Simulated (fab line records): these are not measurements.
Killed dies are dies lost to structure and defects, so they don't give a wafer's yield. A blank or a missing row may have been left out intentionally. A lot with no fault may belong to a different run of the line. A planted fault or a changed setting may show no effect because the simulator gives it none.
fab line records	flow sky130
record: lots: 12	wafers: 36	last-day: 51
route steps=708 shown POLY_GATE@227 POLY_CUT@316 LI_CONTACT@362 CONTACT@429
lots untouched by any fault: they come from a run of this same line in which no faults occurred
start-h: hours from the record's first day to the start of the lot's first wafer shown	wait-h: hours from the lot's prior step to this one	" repeats the value in the row above	L1.1+2: a row that stands for several wafers	- either no value or no given start	* or withheld: withheld	< > ~ a bound
route shown NAME@n: NAME is a module with steps in the file, n the number in the route of the first one	usual: the fault-free wafers' mean and standard deviation	same: alike in all rows	chamber/n: place in a boat	sites: readings site by site	_std_site: the values' standard deviation	_edge_site: mean of outer sites minus mean of inner sites	radius-mm: how far each site lies from the wafer's centre	mask NAME#n: copy n	behind: tool/chamber where the wafer was last shaped	hold: why the lot was held/for how many hours/how that ended	device: the transistor (n, p or np) that didn't switch	end of line: tests run on the same wafers once the route is complete	step lacking rows: just its recipe	killed: dies that structure and defects cost at the first sort, which is not the same as the wafer's yield	map: shows each die of a wafer: x if killed, . if not, _ if none is there
set.NAME: the run value of the setting; set.NAME@STEP: its run value at that earlier step	model.NAME: the simulator's own value behind a step, which no gauge read
a sample of lots followed through the steps of the route, with each step as a table and each wafer as a row
services: from which hour (start-h, from the record's first day; less than 0 if before it) a tool's chamber was out of use, for how many hours, and why
== steps ==
step: SKY_POLY_GATE_CD_MEAS_13
recipe: target-cd-nm: 150
usual: cd-nm: 150.0/1.3
lot.wafer	tool	chamber	start-h	wait-h	cd-nm
L413.3	cd-sem-01	-	374.33	-	149.6
L413.4	"	-	"	"	150.4
L413.5	"	-	"	"	150.1
L415.2	cd-sem-02	-	394.76	-	150.3
L415.3	"	-	"	"	150.3
L415.5	"	-	"	"	148.4
L417.2	cd-sem-01	-	411.74	-	150.6
L417.3	"	-	"	"	151.9
L417.4	"	-	"	"	150.6
L419.1	cd-sem-02	-	414.73	-	149.3
L419.2	"	-	"	"	149.0
L419.6	"	-	"	"	148.2
L418.1	cd-sem-02	-	416.58	-	150.0
L418.2	"	-	"	"	150.3
L418.4	"	-	"	"	149.1
L421.4	cd-sem-01	-	452.38	-	148.7
L421.5	"	-	"	"	150.8
L421.6	"	-	"	"	149.5
L423.2	cd-sem-01	-	461.34	-	150.9
L423.3	"	-	"	"	150.9
L423.6	"	-	"	"	150.2
L427.2	cd-sem-02	-	505.79	-	151.0
L427.3	"	-	"	"	151.1
L427.5	"	-	"	"	150.8
L429.3	cd-sem-01	-	522.07	-	151.0
L429.4	"	-	"	"	150.1
L429.6	"	-	"	"	151.5
L435.1	cd-sem-01	-	599.34	-	150.8
L435.3	"	-	"	"	149.7
L435.6	"	-	"	"	151.3
L436.1	cd-sem-01	-	600.07	-	150.1
L436.2	"	-	"	"	150.1
L436.6	"	-	"	"	149.7
L434.2	cd-sem-02	-	602.65	-	150.7
L434.3	"	-	"	"	149.2
L434.4	"	-	"	"	150.1
step: SKY_POLY_CUT_OVL_MEAS_09
usual: POLY_CUT_OVL: -2/6.8
lot.wafer	tool	chamber	start-h	wait-h	POLY_CUT_OVL[nm]
L413.3	overlay-01	-	561.37	0.1	8
L413.4	"	-	"	"	0
L413.5	"	-	"	"	13
L415.2	overlay-02	-	590.06	0.1	4
L415.3	"	-	"	"	-4
L415.5	"	-	"	"	-3
L417.2	overlay-02	-	597.41	0.1	0
L417.3	"	-	"	"	4
L417.4	"	-	"	"	0
L418.1	overlay-02	-	606.20	0.1	-10
L418.2	"	-	"	"	-9
L418.4	"	-	"	"	-7
L419.1	overlay-01	-	606.56	0.1	-5
L419.2	"	-	"	"	1
L419.6	"	-	"	"	-1
L421.4	overlay-02	-	639.53	0.1	-15
L421.5	"	-	"	"	-20
L421.6	"	-	"	"	-13
L423.2	overlay-02	-	647.06	0.1	-2
L423.3	"	-	"	"	12
L423.6	"	-	"	"	0
L427.2	overlay-02	-	688.11	0.1	-4
L427.3	"	-	"	"	1
L427.5	"	-	"	"	-5
L429.3	overlay-01	-	702.57	0.1	-8
L429.4	"	-	"	"	1
L429.6	"	-	"	"	6
L435.1	overlay-01	-	774.85	0.1	-4
L435.3	"	-	"	"	-11
L435.6	"	-	"	"	-3
L436.1	overlay-02	-	776.11	0.1	-1
L436.2	"	-	"	"	-8
L436.6	"	-	"	"	-15
L434.2	overlay-01	-	777.46	0.1	1
L434.3	"	-	"	"	0
L434.4	"	-	"	"	5
step: SKY_LI_CONTACT_HDPCVD_00
recipe: material: PSG	target-thk-nm: 930	sigma-open-frac: 0.3	time-s: 155	temp-c: 600	sih4-flow-sccm: 60	pressure-mtorr: 6
usual: pressure-mtorr: 6.002/0.011	sih4-flow-sccm: 60.02/0.19
lot.wafer	tool	chamber	start-h	wait-h	pressure-mtorr	sih4-flow-sccm
L413.3	hdpcvd-01	2	651.10	0.1	6.010	60.13
L413.4	"	1	"	"	5.997	59.78
L413.5	"	0	"	"	6.013	60.05
L415.2	hdpcvd-01	0	678.73	0.0	6.000	59.50
L415.3	"	2	"	"	5.992	60.00
L415.5	"	0	"	"	5.985	59.71
L417.2	hdpcvd-02	0	686.25	0.0	6.010	60.11
L417.3	"	1	"	"	5.991	59.89
L417.4	"	2	"	"	6.001	60.01
L418.1	hdpcvd-02	0	693.36	0.0	6.001	60.35
L418.2	"	1	"	"	5.996	60.05
L418.4	"	1	"	"	5.971	60.10
L419.1	hdpcvd-01	1	694.05	0.0	5.996	60.03
L419.2	"	0	"	"	6.015	59.90
L419.6	"	0	"	"	5.997	59.93
L421.4	hdpcvd-02	0	726.85	0.1	6.011	60.36
L421.5	"	2	"	"	6.009	60.22
L421.6	"	1	"	"	6.007	60.01
L423.2	hdpcvd-02	0	732.21	0.0	6.013	59.88
L423.3	"	2	"	"	6.005	60.15
L423.6	"	1	"	"	6.003	60.04
L427.2	hdpcvd-02	0	772.03	0.0	6.010	48.03
L427.3	"	2	"	"	5.993	47.86
L427.5	"	1	"	"	6.021	48.12
L429.3	hdpcvd-02	0	784.45	0.0	6.021	47.59
L429.4	"	1	"	"	6.020	48.12
L429.6	"	2	"	"	5.990	47.76
L435.1	hdpcvd-01	2	854.03	0.0	6.003	60.17
L435.3	"	0	"	"	5.990	60.22
L435.6	"	1	"	"	5.988	59.74
L436.1	hdpcvd-02	1	854.93	0.0	6.022	60.08
L436.2	"	0	"	"	6.006	60.20
L436.6	"	1	"	"	6.000	60.15
L434.2	hdpcvd-02	0	857.55	0.0	6.008	59.62
L434.3	"	1	"	"	5.975	59.89
L434.4	"	1	"	"	5.990	60.03
step: SKY_LI_CONTACT_THK_MEAS_01
recipe: reads: PSG_of_LI_CONTACT_HDPCVD_00
usual: LI_CONTACT_HDPCVD_THK: 931/8.3
lot.wafer	tool	chamber	start-h	wait-h	LI_CONTACT_HDPCVD_THK[nm]
L413.3	film-metro-04	-	651.22	0.1	927
L413.4	"	-	"	"	922
L413.5	"	-	"	"	922
L415.2	film-metro-03	-	678.85	0.1	929
L415.3	"	-	"	"	916
L415.5	"	-	"	"	932
L417.2	film-metro-04	-	686.37	0.1	924
L417.3	"	-	"	"	924
L417.4	"	-	"	"	932
L418.1	film-metro-03	-	693.46	0.1	924
L418.2	"	-	"	"	931
L418.4	"	-	"	"	930
L419.1	film-metro-03	-	694.16	0.1	919
L419.2	"	-	"	"	927
L419.6	"	-	"	"	938
L421.4	film-metro-03	-	726.93	0.0	937
L421.5	"	-	"	"	926
L421.6	"	-	"	"	944
L423.2	film-metro-03	-	732.32	0.1	940
L423.3	"	-	"	"	913
L423.6	"	-	"	"	936
L427.2	film-metro-04	-	772.15	0.1	751
L427.3	"	-	"	"	757
L427.5	"	-	"	"	765
L429.3	film-metro-02	-	784.58	0.1	739
L429.4	"	-	"	"	744
L429.6	"	-	"	"	737
L435.1	film-metro-02	-	854.14	0.1	931
L435.3	"	-	"	"	924
L435.6	"	-	"	"	922
L436.1	film-metro-03	-	855.04	0.1	941
L436.2	"	-	"	"	921
L436.6	"	-	"	"	939
L434.2	film-metro-02	-	857.67	0.1	925
L434.3	"	-	"	"	940
L434.4	"	-	"	"	933
step: SKY_LI_CONTACT_CMP_02
recipe: material: PSG	down-force-psi: 4	platen-rpm: 60	pad-velocity-m-s: 0.94248
usual: motor-current-A: 12.4/1.3	retaining-ring-pressure-frac: 1.000/0.0049	time-to-endpoint-s: 33.6/2.5
lot.wafer	tool	chamber	start-h	wait-h	motor-current-A	retaining-ring-pressure-frac	time-to-endpoint-s
L413.3	cmp-01	2	651.31	0.1	12.5	1.000	37.6
L413.4	"	3	"	"	10.3	1.003	39.7
L413.5	"	2	"	"	12.6	0.988	35.2
L415.2	cmp-01	3	678.90	0.0	11.0	1.001	39.2
L415.3	"	2	"	"	13.1	0.987	33.5
L415.5	"	0	"	"	13.5	0.996	34.2
L417.4	cmp-01	0	686.42	0.0	12.5	0.991	31.5
L417.2	"	1	"	"	14.3	0.998	33.1
L417.3	"	3	"	"	11.0	1.000	32.3
L418.2	cmp-02	1	693.52	0.0	13.0	0.997	30.7
L418.1	"	3	"	"	12.0	0.994	30.1
L418.4	"	0	"	"	12.8	1.001	34.6
L419.1	cmp-01	0	694.27	0.1	13.4	0.999	32.1
L419.2	"	2	"	"	12.5	1.008	33.4
L419.6	"	3	"	"	10.8	1.001	34.9
L421.4	cmp-02	3	726.96	0.0	12.3	1.006	35.3
L421.5	"	3	"	"	12.3	0.990	32.0
L421.6	"	0	"	"	12.9	0.998	35.5
L423.2	cmp-02	2	732.37	0.0	11.1	1.002	31.3
L423.3	"	3	"	"	12.2	0.994	34.2
L423.6	"	2	"	"	10.5	1.009	31.1
L427.2	cmp-01	3	772.30	0.1	11.0	1.009	15.9
L427.3	"	0	"	"	12.9	0.995	17.4
L427.5	"	1	"	"	14.5	1.000	14.4
L429.3	cmp-02	2	784.67	0.1	10.5	1.000	12.2
L429.4	"	0	"	"	12.9	1.008	18.5
L429.6	"	1	"	"	12.5	1.001	14.9
L435.3	cmp-02	0	854.20	0.0	12.7	1.003	36.1
L435.1	"	1	"	"	12.9	0.995	31.7
L435.6	"	1	"	"	13.2	0.997	32.8
L436.2	cmp-02	1	855.10	0.0	12.7	0.993	32.2
L436.1	"	3	"	"	12.6	0.997	37.0
L436.6	"	1	"	"	12.0	0.995	35.3
L434.2	cmp-02	1	857.72	0.0	13.3	1.004	30.1
L434.4	"	2	"	"	10.9	0.999	31.2
L434.3	"	0	"	"	13.0	1.005	38.1
step: SKY_CONTACT_SPUTTER_23
recipe: material: TiN	target-thk-nm: 20	chamber-pressure-pa: 5	power-w: 4000	time-s: 80
usual: throttle-valve-pct: 29.8/1
lot.wafer	tool	chamber	start-h	wait-h	throttle-valve-pct
L413.3	pvd-sputter-01	-	739.90	0.0	29.7
L413.4	"	-	"	"	30.3
L413.5	"	-	"	"	30.2
L415.2	pvd-sputter-02	-	765.68	0.0	27.3
L415.3	"	-	"	"	29.1
L415.5	"	-	"	"	26.9
L417.2	pvd-sputter-03	-	772.35	0.0	30.2
L417.3	"	-	"	"	29.3
L417.4	"	-	"	"	29.7
L418.1	pvd-sputter-02	-	779.89	0.0	29.5
L418.2	"	-	"	"	30.0
L418.4	"	-	"	"	29.4
L419.1	pvd-sputter-03	-	780.20	0.0	29.3
L419.2	"	-	"	"	30.1
L419.6	"	-	"	"	29.0
L421.4	pvd-sputter-02	-	812.32	0.0	29.1
L421.5	"	-	"	"	29.2
L421.6	"	-	"	"	29.8
L423.2	pvd-sputter-02	-	816.67	0.0	27.0
L423.3	"	-	"	"	29.3
L423.6	"	-	"	"	29.2
L427.2	pvd-sputter-03	-	854.21	0.0	30.2
L427.3	"	-	"	"	29.5
L427.5	"	-	"	"	30.4
L429.3	pvd-sputter-01	-	867.21	0.0	31.9
L429.4	"	-	"	"	30.0
L429.6	"	-	"	"	29.8
L435.1	pvd-sputter-01	-	934.49	0.0	30.1
L435.3	"	-	"	"	32.0
L435.6	"	-	"	"	32.1
L436.1	pvd-sputter-03	-	936.03	0.0	29.7
L436.2	"	-	"	"	29.4
L436.6	"	-	"	"	29.5
L434.2	pvd-sputter-03	-	939.52	0.0	29.7
L434.3	"	-	"	"	30.2
L434.4	"	-	"	"	29.7
== services ==
tool	chamber	start-h	hours	kind
cmp-02	-	628.06	4.0	repair
pvd-sputter-02	-	648.85	3.4	repair
hdpcvd-02	-	650.75	15.0	pm
cmp-01	-	664.66	1.2	repair
cmp-02	-	679.62	0.3	repair
cmp-02	-	690.05	3.4	pm
cmp-01	-	710.28	4.2	repair
pvd-sputter-03	-	712.14	4.3	repair
cmp-01	-	713.53	0.2	repair
hdpcvd-02	-	722.56	1.2	repair
cmp-02	-	736.40	2.8	repair
cmp-02	-	744.05	4.0	pm
cmp-01	-	753.75	0.5	repair
cmp-01	-	754.23	2.7	repair
cmp-02	-	777.26	5.2	pm
cmp-02	-	809.74	2.5	repair
cmp-01	-	843.77	1.6	repair
cmp-01	-	848.98	0.4	repair
cmp-01	-	850.55	4.6	pm
cmp-02	-	861.64	0.3	repair
pvd-sputter-03	-	869.41	4.9	repair
cmp-01	-	912.00	4.0	pm
hdpcvd-02	2	915.90	3.3	repair
cmp-01	-	932.08	5.5	pm
== key ==
first-sign: step: SKY_LI_CONTACT_HDPCVD_00	reading: sih4-flow-sccm	direction: down	sigmas: 65	usual: 60.02	struck: 47.91
effect: step: SKY_LI_CONTACT_THK_MEAS_01	reading: LI_CONTACT_HDPCVD_THK	direction: down	sigmas: 22	usual: 931	struck: 749
effect: step: SKY_LI_CONTACT_CMP_02	reading: time-to-endpoint-s	direction: down	sigmas: 7.1	usual: *	struck: *
met-at SKY_LI_CONTACT_HDPCVD_00
struck-lots L427,L429
tester-left-out L427,L429
not-acting-at SKY_POLY_GATE_CD_MEAS_13,SKY_POLY_CUT_OVL_MEAS_09,SKY_CONTACT_SPUTTER_23
onset-between 732.21 772.03
fault: kind: process-parameter-drift	tool: hdpcvd-02	chamber: -	onset-h: 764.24	steps: SKY_LI_CONTACT_HDPCVD_00	channel: sih4-flow-sccm	offset: -12	shape: step	end-h: 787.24	acts-in: these-recipes-only	stated: 60
tester-left-out: of these lots the tester's yield and bins aren't shown, on N5 and GAA mostly nor the transistor test; their killed dies are dies lost to structure and defects alone, not to doping, threshold or leakage, so they don't give the yield
